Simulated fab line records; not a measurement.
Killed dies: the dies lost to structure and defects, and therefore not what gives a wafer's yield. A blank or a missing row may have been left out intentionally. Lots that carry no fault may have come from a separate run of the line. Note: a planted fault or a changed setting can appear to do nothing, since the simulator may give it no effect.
Which tool is to blame? / flow gf180mcu / 6 lots, 18 wafers sampled, at 2 steps of a route of 602

## WHAT THE GAUGES READ, wafer by wafer
GF_V5_THK_MEAS_25: measures by xrf.
lot=L548; measured=day 27 23:44; on=film-metro-01; V5_W_THK (nm)=373 378 372
lot=L550; measured=day 28 02:20; on=film-metro-01; V5_W_THK (nm)=379 372 382
lot=L554; measured=day 29 12:18; on=film-metro-02; V5_W_THK (nm)=359 371 370
lot=L556; measured=day 30 07:31; on=film-metro-02; V5_W_THK (nm)=376 370 372
lot=L558; measured=day 30 20:15; on=film-metro-03; V5_W_THK (nm)=367 360 373
lot=L565; measured=day 32 09:14; on=film-metro-02; V5_W_THK (nm)=385 380 392

## EACH LOT AND THE TOOL THAT RAN IT (in order: tool; ch and the chambers of the sampled wafers; start)
lot=L548; GF_NWELL_STRIP_10=plasma-asher-03 ch 0,1, day 3 13:31
lot=L550; GF_NWELL_STRIP_10=plasma-asher-03 ch 0,1, day 3 23:50
lot=L554; GF_NWELL_STRIP_10=plasma-asher-04 ch 0, day 4 21:28
lot=L556; GF_NWELL_STRIP_10=plasma-asher-01 ch 0,1, day 5 08:59
lot=L558; GF_NWELL_STRIP_10=plasma-asher-03 ch 0,1, day 5 19:41
lot=L565; GF_NWELL_STRIP_10=plasma-asher-04 ch 1, day 7 08:54
- GF_NWELL_STRIP_10: strips in O2/N2.

## THE ANSWER, worked out from the rows above alone
Rule: the lots themselves supply what counts as usual. Put in order of their means at a reading, lots are off if they are a third of the lots or fewer, leave a main group of 4 or more, and stand apart from it by a gap of 3 or more times the standard deviation of the main group's means; of several such gaps the widest counts. The tables above print the reading to a certain number of digits; a main group whose means all agree to those digits is not used. Also off: a lot with no number at a reading for which 4 or more lots have one. Where the step has rows for the other lots, those lots are counted as sound.
Across all readings shown, no lot is off: no conclusion can be drawn from this.

## WHAT THE SIMULATOR PUT IN
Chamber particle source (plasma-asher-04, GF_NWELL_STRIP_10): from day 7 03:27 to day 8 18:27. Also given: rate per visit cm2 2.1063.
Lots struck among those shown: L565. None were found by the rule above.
